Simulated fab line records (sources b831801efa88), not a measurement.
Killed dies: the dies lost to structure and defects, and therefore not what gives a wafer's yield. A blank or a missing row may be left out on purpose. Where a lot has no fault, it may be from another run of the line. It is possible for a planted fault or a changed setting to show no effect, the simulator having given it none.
Problem report in the 8D (eight disciplines) form, filled by code || flow gf180mcu || the parts of the form that need people (team, actions taken, sign-off) are left out

1. THE PROBLEM
DUAL_GATE_OXIDATION_00_THK at GF_DUAL_GATE_THK_MEAS_03 reads a mean of 16.54 nm on 3 wafers of 1 lot; wafers without a fault read 10.80 nm with a standard deviation of 0.23. Relative to the usual mean, that is a shift of +25 standard deviations.
The first sign was on wafer L923.1 at day 10 04:55, on film-metro-04. The record has a number at this step for 39 wafers belonging to 13 lots. Rule for "out" (also "out of limits"): further than 4 standard deviations from the usual mean. The rest of the wafers with a number are treated as sound.

2. WHAT THIS IS AND IS NOT
{"question": "which readings at this step", "is": "DUAL_GATE_OXIDATION_00_THK", "is not": "-"}
{"question": "which lots", "is": "L923", "is not": "L914, L915, L917, L918, L919, L920, L921, L922, L932, L934, L935, L936"}
{"question": "which wafers of those lots", "is": "all that have a number", "is not": "-"}
{"question": "read on which gauges", "is": "film-metro-04", "is not": "film-metro-01, film-metro-03"}
{"question": "when", "is": "from day 10 04:55", "is not": "up to then (24 sound wafers); but 12 sound wafers of L932, L934, L935, L936 came after"}

3. WHAT RULES OUT EACH SUSPECT
Counting: a tool stays on the suspect list if, at a process step up to the reading, it processed all lots that are out and no sound lot following the first of them.
- the gauge at GF_DUAL_GATE_THK_MEAS_03: kept. All the wafers that are out were read on film-metro-04, and no step on other tools shows them out.
- furnace-02 at GF_DUAL_GATE_OXIDATION_02 (stabilise 600 s, purge 300 s, target thk 10.887 nm): ruled out as a lasting fault. The sound lots L934, L936 went through it after L923, its earliest lot that is out (day 10 03:29).
Left after counting: film-metro-04 at GF_DUAL_GATE_THK_MEAS_03.

4. THE CAUSE (what the simulator had put in)
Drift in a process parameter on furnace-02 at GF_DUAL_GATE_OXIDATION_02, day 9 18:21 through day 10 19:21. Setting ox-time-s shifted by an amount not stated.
It was ruled out by counting, in error; the rule expects a fault to strike all lots run on its tool from its start on, and this fault did not.

5. THE CHAIN OF EFFECTS, in route order
One row per reading whose mean, taken over the struck wafers that have a number, lies over 3 standard deviations from the usual. Scope: only readings with a usual standard deviation given in the record; hours: median across lots of the time from each lot's start at the first step in this table that gives one to its start at this step; sigmas: change in usual standard deviations.
{"hours": 0, "step": "GF_DUAL_GATE_THK_MEAS_03", "reading": "DUAL_GATE_OXIDATION_00_THK", "usual": "10.80 nm", "on struck wafers": 16.54, "change": "+5.74", "sigmas": "+25"}
Later measuring or inspecting steps at which every struck wafer that the step has a row for has a number for every such reading, and none has moved that far: GF_POLY_GATE_OVL_MEAS_11.

6. HOW IT WOULD HAVE BEEN CAUGHT EARLIER
11 hours passed between the start of the fault at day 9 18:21 and the first reading out of limits at a measuring or inspecting step in this record, taken at day 10 04:55.
Tool readings at GF_DUAL_GATE_OXIDATION_02 with a usual standard deviation given in the record: none out on any struck wafer, hence no alarm at a limit of 4 standard deviations on them.
